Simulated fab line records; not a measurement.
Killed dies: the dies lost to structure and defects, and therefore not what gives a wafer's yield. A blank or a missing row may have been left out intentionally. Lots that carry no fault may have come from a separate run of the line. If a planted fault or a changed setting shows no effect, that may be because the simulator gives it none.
2 desks, one fault | flow sky130 | every desk sees just its own numbers, and what lay behind them comes last

== METROLOGY DESK ==
Means of the sampled wafers that have a number, per lot and without regard to the tool the lot ran on: this is what the gauges read. If a lot's mean is further than 4 standard deviations from the usual mean, the lot is out of limits and carries the mark OUT (the distance appears in the brackets).
Columns: A = SD_N_OVL at SKY_SD_N_OVL_MEAS_08, usual 0.4 nm; B = SD_N_TW at SKY_SD_N_TW_MEAS_12, usual 3970; C = SD_N_RS at SKY_SD_N_RS_MEAS_16, usual 68.55 ohm/sq; D = SD_P_RS at SKY_SD_N_RS_MEAS_17, usual 147.1 ohm/sq; E = RES_XHIGH_RS at SKY_SD_N_RS_MEAS_18, usual 333.1 ohm/sq; F = LI_CONTACT_HDPCVD_THK at SKY_LI_CONTACT_THK_MEAS_01, usual 932 nm; G = LI_CONTACT_BOW at SKY_LI_CONTACT_BOW_MEAS_03, usual 54 um
lot  | first seen here | A    | B    | C     | D     | E     | F              | G
L701 | day 29 06:44    | 1.5  | 3977 | 68.68 | 147.3 | 332.2 | 926            | 50
L702 | day 29 12:57    | 2.7  | 4036 | 68.55 | 147.4 | 333.1 | 921            | 60
L706 | day 30 19:49    | -1.6 | 3974 | 68.60 | 147.1 | 334.7 | 929            | 51
L707 | day 31 16:44    | -0.0 | 4010 | 68.43 | 147.0 | 334.0 | 916            | 56
L720 | day 35 08:47    | 0.1  | 3907 | 68.53 | 146.9 | 333.3 | 1049 (+11) OUT | 64
L722 | day 35 23:29    | 0.0  | 3920 | 68.46 | 147.0 | 331.4 | 1068 (+12) OUT | 53
Per this desk, out of limits: L720, L722; the first was L720, day 35 09:59 (LI_CONTACT_HDPCVD_THK at SKY_LI_CONTACT_THK_MEAS_01). In limits: L701, L702, L706, L707.

== DESK OF THE TOOL OWNER: hdpcvd-02 ==
The tool's own readings at SKY_LI_CONTACT_HDPCVD_00 (deposits PSG, target thk 930 nm, time 155 s): means of the sampled wafers that have a number, for each lot that ran on this tool. If a lot's mean is further than 4 standard deviations from the usual mean, the lot is out of limits and carries the mark OUT (the distance appears in the brackets).
Columns: A = sih4_flow_sccm at SKY_LI_CONTACT_HDPCVD_00, usual 60.01 sccm
lot  | first seen here | A
L701 | day 29 07:50    | 59.99
L706 | day 30 20:55    | 59.95
L720 | day 35 09:53    | 67.92 (+49) OUT
L722 | day 36 00:35    | 68.00 (+50) OUT
This desk finds L720, L722 out of limits, L720 being first, at day 35 09:53 (sih4_flow_sccm at SKY_LI_CONTACT_HDPCVD_00). In limits: L701, L706.

== PUT TOGETHER ==
On L720, L722, at day 35 09:53, an alarm was possible from the tool owner's desk.
The metrology desk could have raised an alarm at day 35 09:59, on L720, L722.
All the named lots went through SKY_LI_CONTACT_HDPCVD_00 on hdpcvd-02.

== WHAT THE SIMULATOR HAD INSERTED ==
hdpcvd-02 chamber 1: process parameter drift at SKY_LI_CONTACT_HDPCVD_00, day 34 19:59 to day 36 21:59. A move of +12 in setting sih4_flow_sccm, from 60. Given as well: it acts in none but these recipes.
Struck lots among those shown: L720, L722.
Fault start to first reading out of limits, in hours, per desk: tool owner, 14; metrology, 14.
